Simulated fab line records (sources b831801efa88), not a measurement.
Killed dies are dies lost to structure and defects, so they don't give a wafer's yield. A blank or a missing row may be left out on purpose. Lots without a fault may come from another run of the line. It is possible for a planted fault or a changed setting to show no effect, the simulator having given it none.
Comparing a struck lot with a sound one | flow sky130 | 15 steps out of a route of 708
Sound: these wafers, L568.4, L568.5, L568.6. Struck: wafer L576.5 (L576.3, L576.6, from the same lot, were not struck and are left out); the cause is given at the end.
For every step that has rows: the tool of each side, followed by ch and its chambers, followed by its first start. Under that, the readings that differ: sound wafers | struck wafers | difference of the means | sigmas: that difference in standard deviations of wafers without a fault.
alike: a reading whose means differ by less than 2 such deviations, as well as words and numbers matching on both sides. not compared: withheld readings; readings where some wafer has no value; bounds like >300 that might hide an equal value; numbers whose values overlap and for which the record gives no deviation.
A row with sigmas, a row that says differs or no value, or rows on one side alone: a step with any of these is where the two part. Numbers that don't overlap but have no deviation are shown without sigmas and don't part them. A reading missing from all wafers of one side parts the sides only when that side holds two or more wafers.

first, 1 step without rows for these wafers: SKY_METAL5_CLEAN_19 (cleans in O3/DIW).
SKY_PASSIVATION_CVD_00: deposits SiO2, target thk 90 nm.
  sound on pecvd-02 ch 0,1,2, day 46 18:31; struck on pecvd-03 ch 1, day 48 18:14
  alike: heater_power_w
SKY_PASSIVATION_THK_MEAS_01:
  sound on film_metro-03, day 46 18:33; struck on film_metro-01, day 48 18:17
  alike: PASSIVATION_CVD_00_THK
SKY_PASSIVATION_CVD_02: deposits Si3N4, target thk 540 nm.
  sound on pecvd-03 ch 1,2, day 46 18:42; struck on pecvd-02 ch 0, day 48 18:19
  alike: heater_power_w
SKY_PASSIVATION_THK_MEAS_03:
  sound on film_metro-02, day 46 18:57; struck on film_metro-01, day 48 18:34
  alike: PASSIVATION_CVD_02_THK
then, 7 steps without rows for these wafers: SKY_PASSIVATION_DEHYDRATE_04 (time 60 s); SKY_PASSIVATION_HMDS_05 (prime time 60 s); SKY_PASSIVATION_COAT_06 (resist thk 3000 nm); SKY_PASSIVATION_SOFTBAKE_07; SKY_PASSIVATION_EXPOSE_08 (exposes mask NSM, target cd 3000 nm); SKY_PASSIVATION_PEB_09; SKY_PASSIVATION_DEVELOP_10 (develop time 60 s).
SKY_PASSIVATION_ETCH_11: etches the open film in CF4/O2, stops on AlCu, target depth 725 nm, time 161.1 s.
  sound on rie_diel-01 ch 0,2,3, day 47 15:40; struck on rie_diel-04 ch 0, day 49 13:31
  reading                                       | sound             | struck | difference | sigmas
  oes_product_au (a.u.)                         | 0.986 0.987 0.975 | 0.866  | -0.117     | -18
  throttle_valve_pct (%)                        | 5.948 5.955 5.983 | 5.939  | -0.023     | -2
  model.PASSIVATION.feature_depth_nm (nm)       | 710.7 710.1 707.7 | 565.9  | -143.6     |
  model.etch.depth_nm (nm)                      | 710.7 710.1 707.7 | 565.9  | -143.6     |
  model.coat_of_PASSIVATION_COAT_06.thk_nm (nm) | 2517 2518 2517    | 2633   | +116       |
  alike: drypump_motor_current_A
  not compared: rf_hours_counter_h
SKY_PASSIVATION_STRIP_12: strips in O2/N2.
  sound on plasma_asher-04 ch 0,1, day 47 15:48; struck on plasma_asher-04 ch 0, day 49 13:39
  reading                      | sound             | struck | difference | sigmas
  strip_time_to_endpoint_s (s) | 31.53 31.54 31.53 | 32.87  | +1.34      | +10
  alike: drypump_motor_current_A, oes_product_au
  not compared: rf_hours_counter_h
then, 1 step without rows for these wafers: SKY_PAD_OPEN_DEHYDRATE_00 (time 60 s).

## WHERE THEY PART
Last at SKY_PASSIVATION_STRIP_12 as far as this record goes, first at SKY_PASSIVATION_ETCH_11.

WHY: whatever the simulator had introduced
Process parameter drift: rie_diel-04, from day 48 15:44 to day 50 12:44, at SKY_PASSIVATION_ETCH_11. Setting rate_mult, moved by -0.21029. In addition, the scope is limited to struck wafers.
